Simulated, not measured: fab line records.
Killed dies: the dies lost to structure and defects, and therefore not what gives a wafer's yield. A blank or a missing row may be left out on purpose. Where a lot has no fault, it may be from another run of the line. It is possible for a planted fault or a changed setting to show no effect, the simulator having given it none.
Which of the tools did it?    flow gf180mcu    14 lots, 42 wafers sampled, at 3 steps of a route of 602

## WHAT THE GAUGES READ, wafer by wafer
GF_V5_THK_MEAS_01. Usual: V5_CVD_00_THK gives 301.5 nm (standard deviation 2.6).
lot   measured      on             V5_CVD_00_THK (nm)  flag
L804  day 26 08:34  film metro-01  301.8 303.2 304.7   
L805  day 26 17:34  film metro-02  301.3 302.9 302.3   
L808  day 27 18:37  film metro-04  305.4 302.2 305.9   
L810  day 28 09:51  film metro-04  303.0 303.8 302.2   
L811  day 28 18:16  film metro-02  300.6 300.1 305.4   
L812  day 29 02:20  film metro-01  295.9 298.4 299.9   
L813  day 29 03:28  film metro-04  299.3 301.7 302.6   
L814  day 29 13:46  film metro-02  296.6 303.1 301.2   
L815  day 29 17:46  film metro-02  300.4 301.3 300.8   
L816  day 30 00:14  film metro-01  300.5 297.1 300.4   
L817  day 30 04:53  film metro-01  305.6 301.7 302.9   
L825  day 32 09:35  film metro-04  301.0 301.9 301.3   
L826  day 32 15:58  film metro-04  301.5 299.8 301.3   
L827  day 32 20:13  film metro-04  298.6 298.5 299.3   

GF_V5_RS_MEAS_24: uses a four-point probe to measure. Usual: V5_W_RS gives 0.327 ohm/sq (standard deviation 0.003).
lot   measured      on             V5_W_RS (ohm/sq)   flag
L804  day 27 06:28  film metro-04  0.331 0.331 0.332  
L805  day 27 15:05  film metro-04  0.325 0.320 0.322  
L808  day 28 15:14  film metro-02  0.330 0.329 0.329  
L810  day 29 06:40  film metro-02  0.329 0.330 0.326  
L811  day 29 15:11  film metro-01  0.322 0.318 0.326  
L812  day 29 22:38  film metro-02  0.326 0.328 0.324  
L813  day 30 00:44  film metro-04  0.328 0.324 0.328  
L814  day 30 09:50  film metro-02  0.326 0.323 0.326  
L815  day 30 13:47  film metro-02  0.327 0.325 0.326  
L816  day 30 19:20  film metro-02  0.329 0.326 0.331  
L817  day 31 00:38  film metro-01  0.328 0.323 0.328  
L825  day 33 02:51  film metro-04  0.329 0.324 0.331  
L826  day 33 09:06  film metro-01  0.329 0.324 0.325  
L827  day 33 13:33  film metro-04  0.329 0.326 0.329  

## WHICH TOOL RAN EACH LOT (tool, then ch and the chambers of the sampled wafers, then the start)
lot   GF_V5_CVD_23
L804  cvd w-02 ch 1, day 27 06:14
L805  cvd w-01 ch 0, day 27 14:59
L808  cvd w-02 ch 0,1, day 28 15:07
L810  cvd w-02 ch 0,1, day 29 06:33
L811  cvd w-01 ch 0,1, day 29 15:02
L812  cvd w-02 ch 0,1, day 29 22:31
L813  cvd w-02 ch 0,1, day 30 00:38
L814  cvd w-02 ch 0,1, day 30 09:44
L815  cvd w-02 ch 0,1, day 30 13:41
L816  cvd w-02 ch 0,1, day 30 19:14
L817  cvd w-01 ch 0,1, day 31 00:30
L825  cvd w-02 ch 1, day 33 02:44
L826  cvd w-01 ch 0,1, day 33 08:59
L827  cvd w-01 ch 0,1, day 33 13:26
- GF_V5_CVD_23: deposits W, target thk 350 nm, time 104.9 s.

## WHAT THE TOOLS THEMSELVES READ (means of the sampled wafers that have a number; where no wafer has one, the mark that the record gives instead)
GF_V5_CVD_23. Usual: 867 W for heater power w, sd 25.
lot   tool      heater power w (W)  flag
L804  cvd w-02  882                 
L805  cvd w-01  887                 
L808  cvd w-02  843                 
L810  cvd w-02  854                 
L811  cvd w-01  865                 
L812  cvd w-02  853                 
L813  cvd w-02  864                 
L814  cvd w-02  880                 
L815  cvd w-02  852                 
L816  cvd w-02  848                 
L817  cvd w-01  869                 
L825  cvd w-02  886                 
L826  cvd w-01  857                 
L827  cvd w-01  876                 

## THE ANSWER, worked out from the rows above alone
Rule: take the mean of a lot's wafers that have a number; if it is more than 3 standard deviations from the usual mean, the lot is off. Also off: a lot with no number at a reading for which 4 or more lots have one. Any other lot the step has rows for is counted as sound. First the gauges in route order, then the tools' own readings, where a lot's mean is used as printed above. The first step at which some lot is off is used, and at that step the reading that is off furthest; a lot without a number counts as furthest.
Nothing can be told from this: no lot is off at any reading shown.

## WHAT HAD BEEN PUT IN BY THE SIMULATOR
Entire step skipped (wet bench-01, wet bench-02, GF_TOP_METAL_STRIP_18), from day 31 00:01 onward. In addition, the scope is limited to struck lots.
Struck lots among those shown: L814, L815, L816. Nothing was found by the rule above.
